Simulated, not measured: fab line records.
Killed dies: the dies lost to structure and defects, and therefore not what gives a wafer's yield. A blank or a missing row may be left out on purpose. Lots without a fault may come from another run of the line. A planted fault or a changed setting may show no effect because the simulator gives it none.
A lot that was struck, set against a sound lot :: flow sky130 :: 15 out of 708 route steps
Sound: these wafers, L201.4, L201.5, L201.6. The struck wafers were L209.4, L209.5. The cause is given at the end.
Each step with rows lists, per side, the tool, then ch with its chambers, then its first start. Under that, the readings that differ: sound wafers :: struck wafers :: difference of the means :: sigmas: that difference in standard deviations of wafers without a fault.
alike: readings whose means differ by less than 2 such deviations, and words and numbers that are the same on both sides. not compared: withheld readings, readings that some wafer has no value for, bounds like >300 that may hide the same value, and numbers for which the record gives no deviation and whose values overlap.
A row with sigmas, a row that says differs or no value, or rows on one side alone: a step with any of these is where the two part. Numbers that don't overlap but have no deviation are shown without sigmas and don't part them. A reading that every wafer of one side lacks parts them only if that side has two wafers or more.

first, 8 steps without rows for these wafers: SKY_FIELD_ISO_DEHYDRATE_05 (time 60 s); SKY_FIELD_ISO_HMDS_06 (prime time 60 s); SKY_FIELD_ISO_COAT_07 (resist thk 60 nm); SKY_FIELD_ISO_COAT_08 (resist thk 450 nm); SKY_FIELD_ISO_SOFTBAKE_09 (time 90 s); SKY_FIELD_ISO_EXPOSE_10 (exposes mask FOM, target cd 150 nm); SKY_FIELD_ISO_PEB_11; SKY_FIELD_ISO_DEVELOP_12 (develop time 60 s).
SKY_FIELD_ISO_CD_MEAS_13: target cd 150 nm.
  struck on cdSem-02, day 5 18:06; sound on cdSem-01, day 3 23:32
  alike: cdNm
SKY_FIELD_ISO_ETCH_14: etches BARC in N2/H2, stops on SiO2, time 45.9 s, target depth 60 nm.
  sound on rieDiel-02 ch 1,2,3, day 3 23:35; struck on rieDiel-02 ch 0,1, day 5 18:10
  alike: drypumpMotorCurrentA, n2FlowSccm, oesProductAu, runLengthS, throttleValvePct
  not compared: rfHoursCounterH
SKY_FIELD_ISO_ETCH_15: etches the open film in CHF3/O2, stops on Si, target depth 180 nm, time 72 s.
  sound on rieDiel-02 ch 1,2,3, day 3 23:38; struck on rieDiel-02 ch 0,1, day 5 18:13
  alike: drypumpMotorCurrentA, oesProductAu, runLengthS, throttleValvePct
  not compared: rfHoursCounterH
SKY_FIELD_ISO_STRIP_16: strips in O2/N2.
  sound on plasmaAsher-04 ch 0,1, day 3 23:43; struck on plasmaAsher-02 ch 0, day 5 18:18
reading: n2FlowSccm (sccm)
sound: 298.8 299.4 297.9
struck: 301.5 301.8
difference: +2.9
sigmas: +4

reading: stripTimeToEndpointS (s)
sound: 3.53 3.48 3.54
struck: 3.54 3.63
difference: +0.07
sigmas: +2
  alike: drypumpMotorCurrentA, o2FlowSccm, oesProductAu
  not compared: rfHoursCounterH
SKY_FIELD_ISO_ETCH_17: etches Si in HBr/Cl2/O2, target depth 342 nm, time 97.7 s.
  sound on rieSi-02 ch 0,1,2, day 3 23:47; struck on rieSi-01 ch 0,2, day 5 18:22
reading: runLengthS (s)
sound: 126.5 126.4 125.6
struck: 118.3 119.2
difference: -7.4
sigmas: -17

reading: throttleValvePct (%)
sound: 25.642 25.641 25.651
struck: 25.667 25.667
difference: +0.022
sigmas: +2

reading: model.etch.depthNm (nm)
sound: 334.1 344.4 343.9
struck: 311.4 313.2
difference: -28.5
sigmas: 

reading: model.FIELD_ISO.featureDepthNm (nm)
sound: 334.1 344.4 343.9
struck: 311.4 313.2
difference: -28.5
sigmas: 
  alike: drypumpMotorCurrentA, mfcCl2Sccm, oesProductAu
  not compared: rfHoursCounterH
then, 1 step without rows for these wafers: SKY_FIELD_ISO_WET_ETCH_18 (etches Si3N4 in H3PO4, target depth 25 nm, time 286 s).
-- here the record skips 45 days between the struck wafers' starts before and after, leaving off in module FIELD_ISO and picking up in module PAD_OPEN (first step shown: number 708 of the route) --
SKY_PAD_OPEN_PROBE_99:
  struck on prober-02, day 50 10:43; sound on prober-02, day 48 16:38
reading: model.etest.res_p_drift_20v.lineOhmUm
sound: 1.157e+04 1.251e+04 1.214e+04
struck: 9699 9811
difference: -2318
sigmas: 

reading: model.etest.res_p_drift_20v.rsOhmSq
sound: 9616 1.052e+04 1.014e+04
struck: 8048 8165
difference: -1986
sigmas: 

reading: model.etest.pfet_16v.rOnOhmUm
sound: 1.501e+04 1.553e+04 1.528e+04
struck: 1.457e+04 1.464e+04
difference: -6.683e+02
sigmas: 

reading: model.etest.resIsoPwell.rsOhmSq
sound: 2998 3331 3194
struck: 2446 2528
difference: -687
sigmas: 

reading: model.etest.resIsoPwell.lineOhmUm
sound: 1131 1270 1206
struck: 919.1 949.9
difference: -267.8
sigmas: 

reading: model.etest.resNwell.lineOhmUm
sound: 1077 1100 1084
struck: 1142 1163
difference: +66
sigmas: 
  alike: killed_at_M0_to_M3, killed_at_M4_up, killedAtContacts, killedAtFrontEnd, killedAtOther, killedDies, killedOpen, killedShort
  not compared: model.etest.resNwell.rsOhmSq, model.etest.pfet_16v.driveUaUm

WHERE THEY PART
First at SKY_FIELD_ISO_STRIP_16; last, within this record, at SKY_FIELD_ISO_ETCH_17. Later steps at which nothing parts them and some readings are alike: SKY_PAD_OPEN_PROBE_99.

WHY: whatever the simulator had introduced
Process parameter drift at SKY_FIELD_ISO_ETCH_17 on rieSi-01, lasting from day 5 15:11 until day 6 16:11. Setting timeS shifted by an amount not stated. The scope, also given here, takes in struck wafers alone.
